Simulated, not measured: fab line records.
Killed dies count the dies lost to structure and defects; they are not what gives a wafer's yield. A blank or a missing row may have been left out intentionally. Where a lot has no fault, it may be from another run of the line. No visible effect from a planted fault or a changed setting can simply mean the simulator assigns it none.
fab line records + flow sky130
[record]
- lots = 6
- wafers = 18
- last-day = 50
route steps=708 shown SPACER@305 POLY_CUT@307 SD_P@320 PAD_OPEN@708
lots that met no fault: taken from a fault-free run of the same line
start-h: the number of hours between the record's first day and the start of the first shown wafer of the lot + wait-h: hours elapsed since this lot's preceding step + " the same as in the row above + L1.1+2: several wafers, shown together as one row + - no value, or no start was given + * or withheld: withheld + < > ~ a bound
route shown NAME@n: NAME is a module with steps in the file, n the number in the route of the first one + usual: the fault-free wafers' mean and standard deviation + same: alike in all rows + chamber/n: place in a boat + sites: per-site readings + _std_site: the standard deviation of these + _edge_site: mean of outer sites minus mean of inner sites + radius-mm: how far each site lies from the wafer's centre + mask NAME#n: copy n + behind: the most recent tool/chamber to have shaped the wafer + hold: cause of the lot's hold/its duration in hours/its outcome + device: names the non-switching transistor (n, p or np) + end of line: the same wafers' tests at the end of the route + a step given without rows: its recipe and nothing more + killed: not the wafer's yield, but the dies lost to structure and defects at the first sort + map: per-die view of a wafer (x killed, . not killed, _ where there is no die)
set.NAME: setting as actually run; set.NAME@STEP: the setting as run at that earlier step + model.NAME: the simulator's own value behind a step, which no gauge read
lots seen at some steps along the route; tables by step, rows by wafer
services: the hour from which a tool's chamber was out of use, counted from the record's first day as start-h (under 0 if before that day), plus the number of hours and why
[[steps]]
[step SKY_SPACER_THK_MEAS_01]
[recipe]
- reads = Si3N4_of_SPACER_CVD_00
[usual]
- SPACER_CVD_00_THK = 43.0/0.49
| lot.wafer | tool          | chamber | start-h | wait-h | SPACER_CVD_00_THK[nm] |
|-----------|---------------|---------|---------|--------|-----------------------|
| L705.1    | film-metro-01 | -       | 565.15  | 0.0    | 43.2                  |
| L705.2    | "             | -       | "       | "      | 43.2                  |
| L705.3    | "             | -       | "       | "      | 43.2                  |
| L711.1    | film-metro-02 | -       | 623.71  | 0.0    | 43.3                  |
| L711.3    | "             | -       | "       | "      | 43.3                  |
| L711.4    | "             | -       | "       | "      | 43.5                  |
| L718.1    | film-metro-04 | -       | 676.16  | 0.0    | 42.9                  |
| L718.4    | "             | -       | "       | "      | 43.0                  |
| L718.5    | "             | -       | "       | "      | 43.2                  |
| L719.2    | film-metro-02 | -       | 693.50  | 0.0    | 43.3                  |
| L719.3    | "             | -       | "       | "      | 43.4                  |
| L719.6    | "             | -       | "       | "      | 43.2                  |
| L722.2    | film-metro-04 | -       | 697.42  | 0.0    | 42.4                  |
| L722.4    | "             | -       | "       | "      | 42.7                  |
| L722.6    | "             | -       | "       | "      | 42.7                  |
| L724.4    | film-metro-02 | -       | 718.13  | 0.0    | 42.5                  |
| L724.5    | "             | -       | "       | "      | 42.2                  |
| L724.6    | "             | -       | "       | "      | 42.5                  |
[step SKY_SPACER_ETCHBACK_02]
[recipe]
- chemistry = CH3F/O2
- target = Si3N4
- stop-on = SiO2
- source-w = 400
- bias-w = 80
- pressure-mtorr = 25
- ch3f-flow-sccm = 40
- O2_flow_sccm = 30
- time-s = 46.7
- target-depth-a = 450
[usual]
- drypump-motor-current-A = 5.7/0.48
- oes-product-au = 0.854/0.007
- throttle-valve-pct = 10.561/0.0091
| lot.wafer | tool        | chamber | start-h | wait-h | drypump-motor-current-A | oes-product-au | rf-hours-counter-h | throttle-valve-pct |
|-----------|-------------|---------|---------|--------|-------------------------|----------------|--------------------|--------------------|
| L705.1    | rie-diel-02 | 3       | 565.21  | 0.1    | 5.2                     | 0.858          | 0                  | 10.555             |
| L705.2    | "           | 0       | "       | "      | 6.2                     | 0.854          | 1                  | 10.563             |
| L705.3    | "           | 1       | "       | "      | 5.4                     | 0.859          | 17                 | 10.553             |
| L711.1    | rie-diel-01 | 2       | 623.77  | 0.1    | 5.2                     | 0.855          | 6                  | 10.567             |
| L711.3    | "           | 3       | "       | "      | 6.4                     | 0.854          | -                  | 10.567             |
| L711.4    | "           | 2       | "       | "      | 5.2                     | 0.856          | -                  | 10.563             |
| L718.1    | rie-diel-04 | 2       | 676.22  | 0.1    | 5.7                     | 0.852          | 9                  | 10.581             |
| L718.4    | "           | 0       | "       | "      | 5.0                     | 0.843          | 33                 | 10.547             |
| L718.5    | "           | 0       | "       | "      | 5.0                     | 0.860          | -                  | 10.567             |
| L719.2    | rie-diel-01 | 3       | 693.55  | 0.0    | 6.3                     | 0.861          | 30                 | 10.550             |
| L719.3    | "           | 1       | "       | "      | 6.4                     | 0.854          | 9                  | 10.559             |
| L719.6    | "           | 1       | "       | "      | 6.4                     | 0.854          | -                  | 10.578             |
| L722.2    | rie-diel-02 | 1       | 697.47  | 0.0    | 5.4                     | 0.842          | 20                 | 10.561             |
| L722.4    | "           | 2       | "       | "      | 6.1                     | 0.854          | 17                 | 10.568             |
| L722.6    | "           | 1       | "       | "      | 5.4                     | 0.858          | -                  | 10.551             |
| L724.4    | rie-diel-01 | 0       | 718.16  | 0.0    | 5.8                     | 0.851          | 43                 | 10.573             |
| L724.5    | "           | 0       | "       | "      | 5.7                     | 0.848          | -                  | 10.559             |
| L724.6    | "           | 3       | "       | "      | 6.4                     | 0.851          | -                  | 10.538             |
[step SKY_POLY_CUT_DEHYDRATE_00]
[recipe]
- temp-c = 200
- time-s = 60
[step SKY_POLY_CUT_HMDS_01]
[recipe]
- prime-time-s = 60
- prime-temp-c = 120
[step SKY_POLY_CUT_COAT_02]
[recipe]
- resist = BARC
- temp-c = withheld
- time-s = withheld
- spin-rpm = 3000
- resist-thk-nm = 60
[step SKY_POLY_CUT_COAT_03]
[recipe]
- resist = KrF-thick
- spin-rpm = 3000
- resist-thk-nm = 450
[step SKY_POLY_CUT_SOFTBAKE_04]
[recipe]
- temp-c = 100
- time-s = 90
- resist = KrF-thick
[step SKY_POLY_CUT_EXPOSE_05]
[recipe]
- mask-id = NPCM
- na = 0.8
- source-shape = annular
- sigma-inner = 0.55
- sigma-outer = 0.85
- target-cd-nm = 270
- dose-mj = 32
[step SKY_POLY_CUT_PEB_06]
[recipe]
- peb-temp-c = withheld
- peb-time-s = withheld
- resist = KrF-thick
[step SKY_POLY_CUT_DEVELOP_07]
[recipe]
- develop-time-s = 60
- resist = KrF-thick
- dev-temp-c = 21
[step SKY_POLY_CUT_CD_MEAS_08]
[recipe]
- target-cd-nm = 270
[usual]
- cd-nm = 269.9/1.4
| lot.wafer | tool      | chamber | start-h | wait-h | cd-nm |
|-----------|-----------|---------|---------|--------|-------|
| L705.1    | cd-sem-01 | -       | 595.34  | -      | 268.0 |
| L705.2    | "         | -       | "       | "      | 268.0 |
| L705.3    | "         | -       | "       | "      | 267.7 |
| L711.1    | cd-sem-02 | -       | 652.84  | -      | 267.1 |
| L711.3    | "         | -       | "       | "      | 267.7 |
| L711.4    | "         | -       | "       | "      | 267.2 |
| L718.1    | cd-sem-01 | -       | 704.05  | -      | 269.6 |
| L718.4    | "         | -       | "       | "      | 271.0 |
| L718.5    | "         | -       | "       | "      | 269.4 |
| L719.2    | cd-sem-01 | -       | 721.36  | -      | 270.1 |
| L719.3    | "         | -       | "       | "      | 269.5 |
| L719.6    | "         | -       | "       | "      | 269.2 |
| L722.2    | cd-sem-02 | -       | 725.62  | -      | 269.0 |
| L722.4    | "         | -       | "       | "      | 267.9 |
| L722.6    | "         | -       | "       | "      | 269.5 |
| L724.4    | cd-sem-02 | -       | 745.40  | -      | 269.9 |
| L724.5    | "         | -       | "       | "      | 268.9 |
| L724.6    | "         | -       | "       | "      | 268.6 |
[step SKY_POLY_CUT_OVL_MEAS_09]
[usual]
- POLY_CUT_OVL = -2/6.2
| lot.wafer | tool       | chamber | start-h | wait-h | POLY_CUT_OVL[nm] |
|-----------|------------|---------|---------|--------|------------------|
| L705.1    | overlay-02 | -       | 595.46  | 0.1    | -8               |
| L705.2    | "          | -       | "       | "      | 1                |
| L705.3    | "          | -       | "       | "      | 5                |
| L711.1    | overlay-02 | -       | 652.96  | 0.1    | 0                |
| L711.3    | "          | -       | "       | "      | 0                |
| L711.4    | "          | -       | "       | "      | 7                |
| L718.1    | overlay-02 | -       | 704.17  | 0.1    | -2               |
| L718.4    | "          | -       | "       | "      | 2                |
| L718.5    | "          | -       | "       | "      | 1                |
| L719.2    | overlay-01 | -       | 721.47  | 0.1    | 7                |
| L719.3    | "          | -       | "       | "      | 1                |
| L719.6    | "          | -       | "       | "      | 4                |
| L722.2    | overlay-01 | -       | 725.73  | 0.1    | 9                |
| L722.4    | "          | -       | "       | "      | 5                |
| L722.6    | "          | -       | "       | "      | 10               |
| L724.4    | overlay-02 | -       | 745.48  | 0.1    | -2               |
| L724.5    | "          | -       | "       | "      | -4               |
| L724.6    | "          | -       | "       | "      | -5               |
[step SKY_POLY_CUT_ETCH_10]
[recipe]
- chemistry = N2/H2
- target = BARC
- ion-energy-ev = 200
- source-w = 500
- bias-w = 100
- pressure-mtorr = 30
- n2-flow-sccm = 100
- h2-flow-sccm = 200
- stop-on = SiO2
- time-s = 45.9
- target-depth-a = 600
[usual]
- drypump-motor-current-A = 5.6/0.44
- oes-product-au = 0.855/0.0047
- throttle-valve-pct = 13.224/0.0097
| lot.wafer | tool        | chamber | start-h | wait-h | drypump-motor-current-A | oes-product-au | rf-hours-counter-h | throttle-valve-pct | model.KrF-thick_of_POLY_CUT_COAT_03.thk-nm |
|-----------|-------------|---------|---------|--------|-------------------------|----------------|--------------------|--------------------|--------------------------------------------|
| L705.1    | rie-diel-03 | 0       | 595.50  | 0.0    | 6.0                     | 0.857          | 2                  | 13.217             | 407.8                                      |
| L705.2    | "           | 2       | "       | "      | 6.4                     | 0.856          | 10                 | 13.218             | 409.7                                      |
| L705.3    | "           | 1       | "       | "      | 5.2                     | 0.861          | 4                  | 13.225             | 409.4                                      |
| L711.1    | rie-diel-04 | 0       | 653.00  | 0.0    | 4.9                     | 0.853          | 32                 | 13.232             | 409.8                                      |
| L711.3    | "           | 2       | "       | "      | 5.8                     | 0.854          | 9                  | 13.214             | 410.6                                      |
| L711.4    | "           | 1       | "       | "      | 6.0                     | 0.859          | 2                  | 13.235             | 410.4                                      |
| L718.1    | rie-diel-04 | 2       | 704.21  | 0.0    | 5.7                     | 0.848          | 10                 | 13.214             | 410.6                                      |
| L718.4    | "           | 1       | "       | "      | 6.0                     | 0.855          | 3                  | 13.223             | 415.6                                      |
| L718.5    | "           | 3       | "       | "      | 5.4                     | 0.850          | -                  | 13.229             | 409.1                                      |
| L719.2    | rie-diel-04 | 0       | 721.50  | 0.0    | 5.0                     | 0.866          | 34                 | 13.228             | 410.1                                      |
| L719.3    | "           | 1       | "       | "      | 6.0                     | 0.847          | 3                  | 13.210             | 415.9                                      |
| L719.6    | "           | 0       | "       | "      | 5.0                     | 0.855          | -                  | 13.230             | 416.2                                      |
| L722.2    | rie-diel-02 | 3       | 725.76  | 0.0    | 5.2                     | 0.851          | 3                  | 13.237             | 408.4                                      |
| L722.4    | "           | 0       | "       | "      | 6.2                     | 0.852          | 5                  | 13.209             | 408.2                                      |
| L722.6    | "           | 0       | "       | "      | 6.2                     | 0.858          | -                  | 13.231             | 409.2                                      |
| L724.4    | rie-diel-02 | 0       | 745.50  | 0.0    | 6.2                     | 0.848          | 5                  | 13.207             | 408.3                                      |
| L724.5    | "           | 2       | "       | "      | 6.1                     | 0.860          | -                  | 13.228             | 407.9                                      |
| L724.6    | "           | 3       | "       | "      | 5.2                     | 0.849          | -                  | 13.216             | 407.4                                      |
[step SKY_POLY_CUT_ETCH_11]
[recipe]
- target = Si3N4
- chemistry = CF4/CH2F2/Ar
- stop-on = poly-Si
- source-w = 600
- bias-w = 150
- pressure-mtorr = 40
- cf4-flow-sccm = 40
- ch2f2-flow-sccm = 20
- Ar_flow_sccm = 150
- time-s = 42.5
- target-depth-a = 600
[usual]
- drypump-motor-current-A = 5.6/0.43
- oes-product-au = 0.833/0.006
- throttle-valve-pct = 14.995/0.0087
| lot.wafer | tool        | chamber | start-h | wait-h | drypump-motor-current-A | oes-product-au | rf-hours-counter-h | throttle-valve-pct |
|-----------|-------------|---------|---------|--------|-------------------------|----------------|--------------------|--------------------|
| L705.1    | rie-diel-03 | 0       | 595.54  | 0.0    | 6.0                     | 0.832          | 2                  | 15.011             |
| L705.2    | "           | 2       | "       | "      | 6.4                     | 0.829          | 10                 | 14.993             |
| L705.3    | "           | 1       | "       | "      | 5.2                     | 0.832          | 4                  | 14.997             |
| L711.1    | rie-diel-04 | 0       | 653.04  | 0.0    | 5.0                     | 0.834          | 32                 | 14.988             |
| L711.3    | "           | 2       | "       | "      | 5.7                     | 0.827          | 9                  | 14.994             |
| L711.4    | "           | 1       | "       | "      | 6.0                     | 0.833          | 2                  | 14.993             |
| L718.1    | rie-diel-04 | 2       | 704.25  | 0.0    | 5.7                     | 0.836          | 10                 | 14.997             |
| L718.4    | "           | 1       | "       | "      | 6.0                     | 0.824          | 3                  | 14.993             |
| L718.5    | "           | 3       | "       | "      | 5.4                     | 0.826          | -                  | 14.994             |
| L719.2    | rie-diel-04 | 0       | 721.54  | 0.0    | 5.0                     | 0.821          | 34                 | 14.993             |
| L719.3    | "           | 1       | "       | "      | 6.0                     | 0.831          | 3                  | 15.007             |
| L719.6    | "           | 0       | "       | "      | 5.0                     | 0.837          | -                  | 15.007             |
| L722.2    | rie-diel-02 | 3       | 725.80  | 0.0    | 5.2                     | 0.841          | 3                  | 14.992             |
| L722.4    | "           | 0       | "       | "      | 6.2                     | 0.837          | 5                  | 14.992             |
| L722.6    | "           | 0       | "       | "      | 6.2                     | 0.834          | -                  | 14.989             |
| L724.4    | rie-diel-02 | 0       | 745.54  | 0.0    | 6.2                     | 0.827          | 5                  | 15.009             |
| L724.5    | "           | 2       | "       | "      | 6.1                     | 0.828          | -                  | 14.983             |
| L724.6    | "           | 3       | "       | "      | 5.2                     | 0.821          | -                  | 14.992             |
[step SKY_POLY_CUT_STRIP_12]
[recipe]
- chemistry = O2/N2
- power-w = 1400
- pressure-mtorr = 1500
- platen-temp-c = withheld
- o2-flow-sccm = 3000
- n2-flow-sccm = 300
- overash-fraction = 0.5
[usual]
- drypump-motor-current-A = 5.76/0.28
- oes-product-au = 0.453/0.0045
- strip-time-to-endpoint-s = 5.365/0.016
| lot.wafer | tool            | chamber | start-h | wait-h | drypump-motor-current-A | oes-product-au | rf-hours-counter-h | strip-time-to-endpoint-s |
|-----------|-----------------|---------|---------|--------|-------------------------|----------------|--------------------|--------------------------|
| L705.1    | plasma-asher-02 | 0       | 595.58  | 0.0    | 5.77                    | 0.461          | 15                 | 5.359                    |
| L705.2    | "               | 1       | "       | "      | 6.08                    | 0.456          | 15                 | 5.393                    |
| L705.3    | "               | 0       | "       | "      | 5.81                    | 0.452          | -                  | 5.371                    |
| L711.1    | plasma-asher-03 | 0       | 653.08  | 0.0    | 5.82                    | 0.444          | 57                 | 5.373                    |
| L711.3    | "               | 1       | "       | "      | 5.70                    | 0.454          | -                  | 5.380                    |
| L711.4    | "               | 0       | "       | "      | 5.81                    | 0.453          | -                  | 5.373                    |
| L718.1    | plasma-asher-04 | 0       | 704.29  | 0.0    | 6.01                    | 0.458          | 80                 | 5.390                    |
| L718.4    | "               | 0       | "       | "      | 6.01                    | 0.453          | -                  | 5.440                    |
| L718.5    | "               | 0       | "       | "      | 6.02                    | 0.459          | -                  | 5.378                    |
| L719.2    | plasma-asher-04 | 1       | 721.58  | 0.0    | 5.25                    | 0.450          | 82                 | 5.377                    |
| L719.3    | "               | 0       | "       | "      | 6.00                    | 0.460          | -                  | 5.439                    |
| L719.6    | "               | 0       | "       | "      | 5.99                    | 0.454          | -                  | 5.434                    |
| L722.2    | plasma-asher-03 | 0       | 725.84  | 0.0    | 5.82                    | 0.447          | 64                 | 5.359                    |
| L722.4    | "               | 0       | "       | "      | 5.78                    | 0.447          | -                  | 5.353                    |
| L722.6    | "               | 1       | "       | "      | 5.69                    | 0.456          | -                  | 5.364                    |
| L724.4    | plasma-asher-03 | 1       | 745.62  | 0.1    | 5.73                    | 0.450          | -                  | 5.357                    |
| L724.5    | "               | 1       | "       | "      | 5.71                    | 0.459          | -                  | 5.358                    |
| L724.6    | "               | 0       | "       | "      | 5.79                    | 0.451          | -                  | 5.359                    |
[step SKY_SD_P_DEHYDRATE_00]
[recipe]
- temp-c = 200
- time-s = 60
[step SKY_PAD_OPEN_PROBE_99]
[usual]
- killed_at_M0_to_M3 = 43/6.8
- killed_at_M4_up = 3.2/1.7
- killed-at-contacts = 24/5.7
- killed-at-front-end = 16/4.3
- killed-at-other = 0.3/0.56
- killed-dies = 86/9.5
- killed-open = 47/6.9
- killed-short = 39/5.8
[same]
- gross-dies = 492
- killed-at-back-side = 0
| lot.wafer | tool      | chamber | start-h | wait-h | killed_at_M0_to_M3 | killed_at_M4_up | killed-at-contacts | killed-at-front-end | killed-at-other | killed-dies | killed-open | killed-short |
|-----------|-----------|---------|---------|--------|--------------------|-----------------|--------------------|---------------------|-----------------|-------------|-------------|--------------|
| L719.3    | prober-02 | -       | 1185.37 | 0.2    | 45                 | 3               | 25                 | 20                  | 0               | 93          | 49          | 43           |
// killed by level:class
L719.3 LI_CONTACT:geometric-particle:open=8 CONTACT:geometric-particle:open=8 VIA3:geometric-particle:open=8 POLY_GATE:geometric-particle:short=6 METAL2:geometric-particle:short=6 VIA1:geometric-particle:open=6 FIELD_ISO:geometric-particle:open=5 METAL1:geometric-particle:short=5
[[services]]
| tool            | chamber | start-h | hours | kind           |
|-----------------|---------|---------|-------|----------------|
| rie-diel-02     | 3       | 544.06  | 13.6  | repair         |
| rie-diel-03     | 1       | 553.15  | 2.5   | repair         |
| rie-diel-01     | 0       | 611.65  | 12.4  | repair         |
| rie-diel-01     | 1       | 613.92  | 12.3  | repair         |
| rie-diel-02     | 3       | 615.49  | 12.8  | repair         |
| rie-diel-03     | 0       | 623.10  | 2.2   | repair         |
| plasma-asher-04 | -       | 629.48  | 9.2   | pm             |
| rie-diel-02     | 3       | 636.02  | 2.0   | repair         |
| rie-diel-02     | 0       | 638.43  | 12.6  | repair         |
| rie-diel-01     | 1       | 651.35  | 8.0   | repair         |
| plasma-asher-04 | -       | 659.49  | 3.7   | repair         |
| rie-diel-01     | 0       | 673.91  | 5.5   | repair         |
| rie-diel-04     | 2       | 692.67  | 9.4   | repair         |
| plasma-asher-03 | -       | 712.87  | 3.2   | repair         |
| rie-diel-02     | -       | 718.04  | 2.6   | repair         |
| rie-diel-04     | -       | 729.41  | 0.3   | repair         |
| rie-diel-02     | -       | 731.35  | 2.8   | pm             |
| rie-diel-01     | 0       | 745.42  | -     | clean          |
| rie-diel-01     | 0       | 745.42  | 14.9  | scheduled-down |
| rie-diel-01     | 0       | 745.42  | 14.9  | vent-cycle     |
[[key]]
[first-sign]
- step = SKY_POLY_CUT_STRIP_12
- reading = strip-time-to-endpoint-s
- direction = up
- sigmas = 4.6
- usual = *
- struck = *
effect none on later readings
[model-effect]
- step = SKY_POLY_CUT_ETCH_10
- value = KrF-thick_of_POLY_CUT_COAT_03.thk-nm
- without = 411.2
- struck = 415.9
met-at SKY_POLY_CUT_ETCH_10
struck-wafers L718.4,L719.3,L719.6
tester-left-out L718,L719
onset-between 653.00 704.21
[fault]
- kind = process-parameter-drift
- tool = rie-diel-04
- chamber = -
- onset-h = 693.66
- steps = SKY_POLY_CUT_ETCH_10
- channel = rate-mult
- offset = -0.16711
- shape = step
- end-h = 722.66
- scope = struck-wafers-only
// tester-left-out: of these lots the tester's yield and bins aren't shown, on N5 and GAA mostly nor the transistor test; their killed dies are dies lost to structure and defects alone, not to doping, threshold or leakage, so they don't give the yield
